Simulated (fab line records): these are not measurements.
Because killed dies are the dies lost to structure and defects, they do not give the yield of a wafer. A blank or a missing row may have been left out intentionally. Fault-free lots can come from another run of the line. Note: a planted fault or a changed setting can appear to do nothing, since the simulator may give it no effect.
What tool caused it? -- flow sky130 -- 15 lots, 45 wafers sampled, at 3 steps of a route of 708

## WHAT THE GAUGES SHOWED, per wafer
SKY_CONTACT_RS_MEAS_25: measures by four-point-probe.
lot,measured,on,CONTACT_W_RS (ohm/sq)
L416,day 31 17:13,film-metro-01,0.335 0.337 0.337
L417,day 32 01:50,film-metro-01,0.336 0.338 0.339
L418,day 32 09:43,film-metro-02,0.337 0.334 0.335
L420,day 33 08:19,film-metro-02,0.339 0.341 0.335
L424,day 34 09:42,film-metro-02,0.342 0.339 0.341
L426,day 34 21:52,film-metro-02,0.340 0.335 0.338
L428,day 35 09:34,film-metro-04,0.340 0.339 0.337
L429,day 37 05:12,film-metro-01,0.332 0.331 0.337
L433,day 37 06:25,film-metro-02,0.333 0.341 0.338
L434,day 37 09:11,film-metro-02,0.328 0.336 0.338
L435,day 37 14:03,film-metro-04,0.336 0.329 0.337
L436,day 37 19:50,film-metro-02,0.334 0.335 0.328
L437,day 38 10:05,film-metro-01,0.329 0.331 0.330
L438,day 38 16:37,film-metro-01,0.343 0.340 0.347
L439,day 39 01:27,film-metro-04,0.346 0.342 0.339

## TOOL THAT RAN EACH LOT (tool first, then ch and the chambers of the sampled wafers, then the start)
lot,SKY_LOCAL_INTERCONNECT_METAL_ETCH_14,SKY_CONTACT_ETCH_16
L416,"rie-metal-03 ch 0,1, day 30 10:50","rie-diel-04 ch 1,2,3, day 31 16:19"
L417,"rie-metal-03 ch 0,1, day 30 19:35","rie-diel-03 ch 0,1, day 32 00:57"
L418,"rie-metal-03 ch 0,1, day 31 04:14","rie-diel-02 ch 1,3, day 32 08:49"
L420,"rie-metal-04 ch 0,1, day 32 02:05","rie-diel-03 ch 1,2, day 33 07:24"
L424,"rie-metal-01 ch 0,1, day 33 04:14","rie-diel-03 ch 0,1,2, day 34 08:46"
L426,"rie-metal-04 ch 0,1, day 33 17:32","rie-diel-03 ch 0,1,2, day 34 20:53"
L428,"rie-metal-03 ch 0,1, day 34 04:38","rie-diel-03 ch 1,2,3, day 35 08:37"
L429,"rie-metal-01 ch 1, day 36 00:23","rie-diel-02 ch 2,3, day 37 04:18"
L433,"rie-metal-01 ch 0,1, day 36 02:28","rie-diel-04 ch 0,1,3, day 37 05:31"
L434,"rie-metal-03 ch 0,1, day 36 05:21","rie-diel-02 ch 1,2, day 37 08:15"
L435,"rie-metal-04 ch 0,1, day 36 09:51","rie-diel-04 ch 0,1,3, day 37 13:07"
L436,"rie-metal-04 ch 0,1, day 36 15:54","rie-diel-04 ch 0,3, day 37 18:51"
L437,"rie-metal-04 ch 1, day 37 05:46","rie-diel-03 ch 0,3, day 38 09:10"
L438,"rie-metal-03 ch 0, day 37 12:17","rie-diel-03 ch 0,3, day 38 15:40"
L439,"rie-metal-01 ch 0,1, day 37 21:44","rie-diel-03 ch 1,2,3, day 39 00:33"
- SKY_LOCAL_INTERCONNECT_METAL_ETCH_14: etches TiN in Cl2/BCl3, stops on PSG, target depth 110 nm, time 31.4 s.
- SKY_CONTACT_ETCH_16: etches BARC in N2/H2, stops on SiO2, time 45.9 s, target depth 60 nm.

## WHAT THE TOOLS THEMSELVES READ (means of the sampled wafers that have a number; where no wafer has one, the mark that the record gives instead)
SKY_LOCAL_INTERCONNECT_METAL_ETCH_14.
lot,tool,drypump-motor-current-A (A),oes-product-au (a.u.),rf-fwd-power-W (W),throttle-valve-pct (%)
L416,rie-metal-03,5.73,0.945,894,21.898
L417,rie-metal-03,5.73,0.949,890,21.893
L418,rie-metal-03,5.72,0.933,891,21.912
L420,rie-metal-04,5.34,0.938,883,21.908
L424,rie-metal-01,5.38,0.952,884,21.893
L426,rie-metal-04,5.32,0.939,885,21.906
L428,rie-metal-03,5.63,0.939,890,21.896
L429,rie-metal-01,4.86,0.933,887,21.913
L433,rie-metal-01,5.11,0.951,889,21.900
L434,rie-metal-03,5.65,0.930,893,21.899
L435,rie-metal-04,5.34,0.945,886,21.898
L436,rie-metal-04,5.33,0.940,887,21.904
L437,rie-metal-04,5.29,0.951,891,21.900
L438,rie-metal-03,5.57,0.951,895,21.895
L439,rie-metal-01,5.11,0.947,889,21.900

SKY_CONTACT_ETCH_16.
lot,tool,drypump-motor-current-A (A),oes-product-au (a.u.),rf-fwd-power-W (W),throttle-valve-pct (%)
L416,rie-diel-04,5.7,0.861,492.9,13.220
L417,rie-diel-03,5.4,0.852,495.0,13.222
L418,rie-diel-02,6.1,0.861,494.6,13.219
L420,rie-diel-03,6.1,0.860,495.0,13.228
L424,rie-diel-03,5.8,0.857,520.5,13.225
L426,rie-diel-03,5.8,0.860,520.4,13.222
L428,rie-diel-03,6.1,0.856,520.7,13.221
L429,rie-diel-02,5.5,0.851,495.6,13.226
L433,rie-diel-04,6.0,0.850,494.8,13.221
L434,rie-diel-02,5.6,0.854,494.9,13.231
L435,rie-diel-04,5.9,0.848,493.1,13.226
L436,rie-diel-04,6.1,0.860,493.8,13.225
L437,rie-diel-03,5.4,0.859,493.8,13.229
L438,rie-diel-03,5.8,0.851,495.6,13.229
L439,rie-diel-03,6.1,0.860,494.9,13.225

## THE ANSWER, worked out from the rows above alone
Rule: usual is defined by the lots themselves. The widest of any qualifying gaps counts: lots, ordered by their means at a reading, are off when they make up no more than a third of the lots, leave a main group of 4 or more, and stand apart from it by 3 or more times the standard deviation of that group's means. The tables above print the reading to a certain number of digits; a main group whose means all agree to those digits is not used. Also off: a lot with no number at a reading for which 4 or more lots have one. Where the step has rows for the other lots, those lots are counted as sound. First the gauges in route order, then the tools' own readings, where a lot's mean is used as printed above. The first step at which some lot is off is used, and at that step the reading that is off furthest; a lot without a number counts as furthest.
Off, at SKY_CONTACT_ETCH_16 on rf-fwd-power-W: L424, L426, L428. For the main group the mean is 494.5 W and the standard deviation 0.86.
If a tool, at that step or one of the process steps before it, ran each lot that is off and ran no sound lot following the first of them, it fits. None of those tried fits.

## WHAT THE SIMULATOR PUT IN
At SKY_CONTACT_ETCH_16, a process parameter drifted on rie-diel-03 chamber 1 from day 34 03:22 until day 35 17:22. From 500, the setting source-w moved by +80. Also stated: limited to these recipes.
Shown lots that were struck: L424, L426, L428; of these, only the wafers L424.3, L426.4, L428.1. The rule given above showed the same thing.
